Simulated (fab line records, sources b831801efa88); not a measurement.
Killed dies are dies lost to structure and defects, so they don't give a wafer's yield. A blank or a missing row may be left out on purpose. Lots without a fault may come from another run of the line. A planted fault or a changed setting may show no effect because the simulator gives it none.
Which tool did it? | flow sfq_line | 14 lots, 42 wafers sampled, at 1 step of a route of 325

WHAT THE GAUGES READ, wafer by wafer
The record holds no reading of a measuring or inspecting step that can be judged against a usual standard deviation.

WHICH TOOL RAN EACH LOT (tool, then ch and the chambers of the sampled wafers, then the start)
lot  | SFQ_TRILAYER_L0_VIA_ETCH_VIA_ETCH_016
L735 | rie_diel-03 ch 1,3, day 9 04:43
L736 | rie_diel-03 ch 0,2,3, day 9 07:07
L737 | rie_diel-02 ch 0,3, day 9 15:31
L738 | rie_diel-02 ch 0,2, day 9 21:31
L743 | rie_diel-03 ch 2,3, day 12 00:13
L745 | rie_diel-03 ch 2,3, day 12 08:37
L746 | rie_diel-03 ch 0,3, day 12 13:25
L749 | rie_diel-03 ch 0,2,3, day 13 10:16
L751 | rie_diel-03 ch 1,2,3, day 14 06:40
L752 | rie_diel-03 ch 2,3, day 14 15:31
L754 | rie_diel-04 ch 1,2,3, day 15 04:43
L756 | rie_diel-04 ch 1,2,3, day 15 11:55
L757 | rie_diel-04 ch 0,1,2, day 15 17:55
L758 | rie_diel-02 ch 2,3, day 16 00:02
- SFQ_TRILAYER_L0_VIA_ETCH_VIA_ETCH_016: etches SiO2 in CHF3, stops on MoNx KI, target depth 80 nm.

WHAT THE TOOLS THEMSELVES READ (means of the sampled wafers that have a number; where no wafer has one, the mark that the record gives instead)
SFQ_TRILAYER_L0_VIA_ETCH_VIA_ETCH_016. Usual: drypump_motor_current_A 5.7 A, standard deviation 0.62; oes_product_au 0.843 a.u., standard deviation 0.0072; rf_fwd_power_W 495.4 W, standard deviation 2.1.
lot  | tool        | drypump_motor_current_A (A) | oes_product_au (a.u.) | rf_fwd_power_W (W) | flag
L735 | rie_diel-03 | 5.8                         | 0.842                 | 493.3              |
L736 | rie_diel-03 | 5.6                         | 0.847                 | 495.2              |
L737 | rie_diel-02 | 5.8                         | 0.839                 | 496.3              |
L738 | rie_diel-02 | 5.9                         | 0.838                 | 496.6              |
L743 | rie_diel-03 | 5.9                         | 0.843                 | 496.0              |
L745 | rie_diel-03 | 5.3                         | 0.844                 | 494.7              |
L746 | rie_diel-03 | 5.1                         | 0.838                 | 496.4              |
L749 | rie_diel-03 | 5.6                         | 0.838                 | 494.1              |
L751 | rie_diel-03 | 5.8                         | 0.848                 | 466.0              | OFF
L752 | rie_diel-03 | 5.3                         | 0.842                 | 469.8              | OFF
L754 | rie_diel-04 | 5.5                         | 0.844                 | 495.6              |
L756 | rie_diel-04 | 5.5                         | 0.842                 | 495.3              |
L757 | rie_diel-04 | 5.8                         | 0.848                 | 497.1              |
L758 | rie_diel-02 | 5.6                         | 0.846                 | 496.2              |

THE ANSWER, worked out from the rows above alone
Rule: a lot is off if the mean of its wafers that have a number lies more than 3 standard deviations from the usual mean. A lot without any number at a reading at which 4 lots or more have one is off too. The other lots that the step has rows for count as sound. The gauges are gone through in route order, then the tools' own readings, and for those a lot's mean is taken as printed above. The first step at which some lot is off is used, and at that step the reading that is off furthest; a lot without a number counts as furthest.
Off: L751, L752, at SFQ_TRILAYER_L0_VIA_ETCH_VIA_ETCH_016 (rf_fwd_power_W).
A tool fits if, at that step or a process step before it, it ran every lot that is off, and no sound lot after the first of them. One fits: rie_diel-03 at SFQ_TRILAYER_L0_VIA_ETCH_VIA_ETCH_016. Its last sound lot is L749 (day 13 10:16), its first lot that is off L751 (day 14 06:40): a fault that began between those two fits.
The tool's own readings at SFQ_TRILAYER_L0_VIA_ETCH_VIA_ETCH_016 bear it out: on the lots that are off they differ by more than 5 times the standard deviation of the sound lots' means. rf_fwd_power_W reads 467.9 W there against 495.6 W on the sound lots.

WHAT THE SIMULATOR HAD PUT IN
Process parameter drift: rie_diel-03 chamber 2, from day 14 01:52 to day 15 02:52, at SFQ_TRILAYER_L0_VIA_ETCH_VIA_ETCH_016. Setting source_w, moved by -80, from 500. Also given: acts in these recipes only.
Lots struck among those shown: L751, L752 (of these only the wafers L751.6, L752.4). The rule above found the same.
